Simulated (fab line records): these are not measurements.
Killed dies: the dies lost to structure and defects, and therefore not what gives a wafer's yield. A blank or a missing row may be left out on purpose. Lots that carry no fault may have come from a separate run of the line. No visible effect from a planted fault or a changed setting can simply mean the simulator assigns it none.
Split-lot study | flow sfq_line | 5 lots, 27 wafers read, on a route of 325 steps

## SPLIT DETAILS
At SFQ_TRILAYER_M2_BARC_OPEN_METAL_ETCH_077 (etches BARC in O2, target depth 125 nm, time 41.7 s), the setting time_s was moved away from the recipe's 41.7 s on 12 of the 27 wafers read, by -15.9% to +43.8%. For the rest of the wafers, this setting stayed at what the recipe calls for.

Split to reading: the file shows no intervening step.

## THE READING
KrF_of_TRILAYER_M2_LITHO_COAT_057.thk_nm (the simulator's own value, which no gauge read), in nm, at SFQ_TRILAYER_M2_ETCH_METAL_ETCH_060 (etches Nb in Cl2/Ar, stops on SiO2, target depth 240 nm, time 120 s). The file does not state a usual value for it. Average 381.3 nm, standard deviation 2.4 nm, over the 15 wafers here run with the recipe.

wafer  | tool, chamber at the split | time_s as run, s | against the recipe | KrF_of_TRILAYER_M2_LITHO_COAT_057.thk_nm, nm | against lot-mates on the recipe
L075.1 | rie_metal-04, 1            | 35.05            | -15.9%             | 389.4                                        | +9.8
L075.2 | rie_metal-04, 0            | 41.7             | recipe             | 380                                          | -
L075.3 | rie_metal-04, 1            | 35.05            | -15.9%             | 387.2                                        | +7.6
L075.4 | rie_metal-04, 0            | 35.05            | -15.9%             | 388.2                                        | +8.6
L075.5 | rie_metal-04, 0            | 41.7             | recipe             | 378.1                                        | -
L075.6 | rie_metal-04, 1            | 41.7             | recipe             | 380.7                                        | -
L078.1 | rie_metal-04, 1            | 41.7             | recipe             | 381.3                                        | -
L078.2 | rie_metal-04, 0            | 41.7             | recipe             | 380.3                                        | -
L078.3 | rie_metal-04, 0            | 59.98            | +43.8%             | 356.5                                        | -24.7
L078.4 | rie_metal-04, 1            | 59.98            | +43.8%             | 359.4                                        | -21.8
L078.5 | rie_metal-04, 0            | 59.98            | +43.8%             | 355.2                                        | -26.0
L078.6 | rie_metal-04, 1            | 41.7             | recipe             | 382                                          | -
L081.1 | rie_metal-01, 0            | 52.94            | +27.0%             | 365.7                                        | -12.8
L081.4 | rie_metal-01, 1            | 52.94            | +27.0%             | 365.7                                        | -12.8
L081.2 | rie_metal-01, 1            | 41.7             | recipe             | 378.6                                        | -
L081.6 | rie_metal-01, 1            | 41.7             | recipe             | 378.6                                        | -
L081.3 | rie_metal-01, 0            | 52.94            | +27.0%             | 364.3                                        | -14.2
L081.5 | rie_metal-01, 0            | 41.7             | recipe             | 378.2                                        | -
L082.3 | rie_metal-04, 1            | 41.7             | recipe             | 384.5                                        | -
L082.4 | rie_metal-04, 0            | 41.7             | recipe             | 384.7                                        | -
L082.5 | rie_metal-04, 1            | 41.7             | recipe             | 385.2                                        | -
L085.1 | rie_metal-01, 0            | 49.71            | +19.2%             | 374.1                                        | -8.5
L085.2 | rie_metal-01, 1            | 41.7             | recipe             | 381.1                                        | -
L085.3 | rie_metal-01, 1            | 49.71            | +19.2%             | 372.3                                        | -10.3
L085.4 | rie_metal-01, 0            | 41.7             | recipe             | 382.3                                        | -
L085.5 | rie_metal-01, 1            | 49.71            | +19.2%             | 374.2                                        | -8.4
L085.6 | rie_metal-01, 0            | 41.7             | recipe             | 384.5                                        | -

FIT RESULTS
A straight line over all 27 wafers: KrF_of_TRILAYER_M2_LITHO_COAT_057.thk_nm changes by -0.534 nm for each +1% of time_s; r = -0.97; the points scatter about the line by 2.3 nm.
The same after taking each lot's own level away (the mean of its wafers on the recipe; 27 wafers): -0.533 nm for each +1%; r = -0.99; scatter 1.2 nm.
The reading moves by 23 nm for the largest change in time_s, on that fit.
Across the lots, their own levels run from 378.47 to 384.80 nm, a range of 2.6 times the standard deviation given above.
So the lot-to-lot level changes the slope little: the two slopes agree.
Check: -22.8 nm against its lot-mates is what the line predicts for one of the wafers moved furthest among these (+43.8%) when that wafer is left out of the fit. It came out at -24.7 nm against them.

## ADDITIONAL SPLITS CARRIED BY THESE WAFERS
Note: prior to the reading, these wafers also went through further splits. Each is held against what the fit with the lots' levels taken away leaves over:
other split on the same wafers                    | wafers away from the commonest value | r with KrF_of_TRILAYER_M2_LITHO_COAT_057.thk_nm (lot level and that fit taken away)
SFQ_TRILAYER_INCOMING_OXIDATION_002 ox_time_s     | 12                                   | -0.04
SFQ_TRILAYER_L0_VIA_BARC_OPEN_VIA_ETCH_021 time_s | 9                                    | -0.26
SFQ_TRILAYER_M0_BARC_OPEN_METAL_ETCH_031 time_s   | 9                                    | -0.16
SFQ_TRILAYER_I1_DEP_PECVD_045 time_s              | 12                                   | +0.07

## THE WHOLE CHAIN: every reading that the file lists as answering this split, in the file's order
step                                     | what it does                                                        | reading                                                                                   | change (the file's fit)               | r (the file's)
SFQ_TRILAYER_M2_BARC_OPEN_METAL_ETCH_077 | etches BARC in O2, target depth 125 nm, time 41.7 s                 | KrF_of_TRILAYER_M2_LITHO_COAT_057.thk_nm (the simulator's own value, which no gauge read) | -0.524 nm for each +1% of the setting | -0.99
SFQ_TRILAYER_M2_ETCH_METAL_ETCH_060      | etches Nb in Cl2/Ar, stops on SiO2, target depth 240 nm, time 120 s | KrF_of_TRILAYER_M2_LITHO_COAT_057.thk_nm (the simulator's own value, which no gauge read) | -0.529 nm for each +1% of the setting | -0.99

## THE FILE'S OWN FIT
KrF_of_TRILAYER_M2_LITHO_COAT_057.thk_nm changes by -0.529 nm for each +1% of time_s, r = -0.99.
